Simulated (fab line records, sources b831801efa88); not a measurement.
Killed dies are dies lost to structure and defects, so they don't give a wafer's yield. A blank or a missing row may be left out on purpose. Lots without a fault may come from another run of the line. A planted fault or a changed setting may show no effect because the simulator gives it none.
Problem report in the 8D (eight disciplines) form, filled by code | flow sky130 | the parts of the form that need people (team, actions taken, sign-off) are left out

1. THE PROBLEM
killed_at_contacts at SKY_PAD_OPEN_PROBE_99 reads a mean of 72 on 2 wafers of 2 lots; wafers without a fault read 24 with a standard deviation of 5.8. That is +8.2 standard deviations from the usual mean.
First seen on wafer L329.1, day 48 08:28, on prober-01. The record holds 42 wafers of 14 lots with a number at this step. Rule for "out", or "out of limits": more than 4 standard deviations from the usual mean. The other wafers with a number count as sound.

2. WHAT IT IS AND WHAT IT IS NOT
question                    | is                 | is not
which readings at this step | killed_at_contacts | killed_at_M0_to_M3, killed_at_M4_up, killed_at_front_end, killed_at_other, killed_on_rim, killed_open, killed_short
which lots                  | L329, L334         | L321, L322, L323, L325, L327, L335, L336, L339, L341, L342, L343, L344
which wafers of those lots  | L329.1, L334.1     | L329.3, L329.6, L334.2, L334.5
read on which tools         | prober-01          | prober-02
when                        | from day 48 08:28  | up to then (15 sound wafers); but 25 sound wafers of L329, L334, L335, L336, L339, L341, L342, L343, L344 came after

3. SUSPECTS, AND WHAT RULES EACH OUT
Counting: a tool at a process step up to the reading stays a suspect if it ran every lot that is out. Sound lots after the first of them don't rule it out here, since some wafers of a struck lot are sound.
- pvd_sputter-04 at SKY_LI_CONTACT_PRE_CLEAN_18 (time 5.6 s): kept. It ran every lot that is out, first L329 (day 32 12:23); its last sound lot up to then is L322 (day 29 16:34).
- prober-01 at SKY_PAD_OPEN_PROBE_99: kept. It ran every lot that is out, first L329 (day 48 08:28); its last sound lot up to then is L327 (day 47 10:32). Its own readings are out on those wafers: killed_at_contacts.
Left after counting: pvd_sputter-04 at SKY_LI_CONTACT_PRE_CLEAN_18, prober-01 at SKY_PAD_OPEN_PROBE_99.

4. THE CAUSE (what the simulator had put in)
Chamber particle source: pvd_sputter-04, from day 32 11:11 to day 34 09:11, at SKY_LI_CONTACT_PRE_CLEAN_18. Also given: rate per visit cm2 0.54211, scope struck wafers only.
Counting left 2 suspects, and this tool is among them.

5. THE CHAIN OF EFFECTS, in route order
Each row: a reading whose mean over the struck wafers that have a number lies more than 3 standard deviations from the usual. Only readings for which the record gives a usual standard deviation are gone through. hours: the time from each lot's start at the first step in this table that gives one to its start at this step, as a median over the lots. sigmas: the change in usual standard deviations.
hours | step                  | reading            | usual | on struck wafers | change | sigmas
0     | SKY_PAD_OPEN_PROBE_99 | killed_at_contacts | 24    | 72               | +48    | +8.2
0     | SKY_PAD_OPEN_PROBE_99 | killed_dies        | 86    | 125              | +39    | +4.1
The process steps in it:
- SKY_PAD_OPEN_PROBE_99

6. WHAT WOULD HAVE CAUGHT IT SOONER
In this record the first reading out of limits was taken at day 48 08:28, 381 hours after the fault began at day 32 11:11.
All the lots that are out (2) had begun SKY_LI_CONTACT_PRE_CLEAN_18 on pvd_sputter-04 by day 48 08:28. A hold on the tool at that time would have spared none of them.
